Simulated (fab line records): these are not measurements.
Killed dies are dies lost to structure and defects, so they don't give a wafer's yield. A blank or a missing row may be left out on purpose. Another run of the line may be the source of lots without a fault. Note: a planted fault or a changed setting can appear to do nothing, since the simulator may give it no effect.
Matching of chambers | flow gf180mcu | 3 sister chambers for GF_PASSIVATION_CVD_00 on pecvd-03
The step deposits SiO2 from TEOS, target thk 1000 nm, time 111.95 s. 6 wafers are shown with their chamber, then 7 later ones without.

EACH WAFER AND ITS CHAMBER
wafer  | chamber | heaterPowerW (W)
L741.6 | 1       | 563
L746.6 | 2       | 689
L753.1 | 1       | 640
L753.3 | 2       | 578
L757.2 | 0       | 632
L757.5 | 0       | 508

WAFERS MISSING THEIR CHAMBER
wafer  | heaterPowerW (W)
L757.6 | 545
L759.1 | 692
L759.3 | 546
L759.4 | 597
L763.2 | 596
L763.3 | 660
L763.4 | 642

WHICH CHAMBER EACH WENT THROUGH
wafer  | from the rows above          | in truth
L757.6 | can't be placed: 0 or 1 or 2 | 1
L759.1 | can't be placed: 2 or 1 or 0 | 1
L759.3 | can't be placed: 0 or 1 or 2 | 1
L759.4 | can't be placed: 1 or 0 or 2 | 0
L763.2 | can't be placed: 1 or 0 or 2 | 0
L763.3 | can't be placed: 2 or 1 or 0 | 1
L763.4 | can't be placed: 2 or 1 or 0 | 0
Placed correctly: 0 of 7. These rows do not allow placing 7 (true chamber among the candidates in 7). Placed wrongly: 0.
How it was worked out, from the rows above alone: a wafer's distance from a chamber is the root of the sum, over the readings, of the square of ((its reading less the chamber's mean) divided by the reading's scatter). If the next closest chamber is less than 2 further off than the closest, the wafer can't be placed; otherwise it belongs to the closest. A chamber's mean is the mean of its shown wafers. How the scatter is found: for the shown wafers, subtract from each reading the mean of its chamber, square and add these, divide the total by (wafers less chambers), then take the root.
